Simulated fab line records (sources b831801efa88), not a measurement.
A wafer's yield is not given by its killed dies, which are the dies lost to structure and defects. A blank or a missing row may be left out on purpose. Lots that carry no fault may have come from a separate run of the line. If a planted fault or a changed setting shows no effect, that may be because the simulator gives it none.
Matching of chambers || flow sky130 || rie-si-02 running SKY_FIELD_ISO_ETCH_17: 4 sister chambers
The step etches Si in HBr/Cl2/O2, target depth 342 nm, time 97.7 s. 4 wafers are shown with their chamber, then 7 later ones without.

== WAFERS, EACH WITH ITS CHAMBER ==
{"wafer": "L711.1", "chamber": 0, "oes-product-au (a.u.)": 0.989}
{"wafer": "L713.1", "chamber": 2, "oes-product-au (a.u.)": 1.017}
{"wafer": "L715.3", "chamber": 1, "oes-product-au (a.u.)": 1.001}
{"wafer": "L715.4", "chamber": 3, "oes-product-au (a.u.)": 0.995}

== WAFERS MISSING THEIR CHAMBER ==
{"wafer": "L715.6", "oes-product-au (a.u.)": 1.017}
{"wafer": "L719.3", "oes-product-au (a.u.)": 1.011}
{"wafer": "L719.5", "oes-product-au (a.u.)": 1.001}
{"wafer": "L719.6", "oes-product-au (a.u.)": 0.991}
{"wafer": "L721.1", "oes-product-au (a.u.)": 1.007}
{"wafer": "L721.2", "oes-product-au (a.u.)": 1.014}
{"wafer": "L721.3", "oes-product-au (a.u.)": 1.001}

== CHAMBER TAKEN BY EACH ==
{"wafer": "L715.6", "from the rows above": 2, "in truth": 2}
{"wafer": "L719.3", "from the rows above": "can't be placed: 2 or 1", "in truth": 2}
{"wafer": "L719.5", "from the rows above": "can't be placed: 1 or 3", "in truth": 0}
{"wafer": "L719.6", "from the rows above": "can't be placed: 0 or 3", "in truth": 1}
{"wafer": "L721.1", "from the rows above": "can't be placed: 1 or 2 or 3", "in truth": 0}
{"wafer": "L721.2", "from the rows above": 2, "in truth": 2}
{"wafer": "L721.3", "from the rows above": "can't be placed: 1 or 3", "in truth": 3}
Correctly placed: 2 of 7. Can't be placed from these rows: 5 (the true chamber is among the candidates in 2). Wrongly placed: 0.
How it was worked out, from the rows above alone: a wafer's distance from a chamber is the root of the sum, over the readings, of the square of ((its reading less the chamber's mean) divided by the reading's scatter). If the next closest chamber is less than 2 further off than the closest, the wafer can't be placed; otherwise it belongs to the closest. For every chamber, the mean is computed from those of its wafers that are shown. The scatter: root of mean squared gap, hidden wafer to nearest shown wafer, with one shown wafer a chamber.
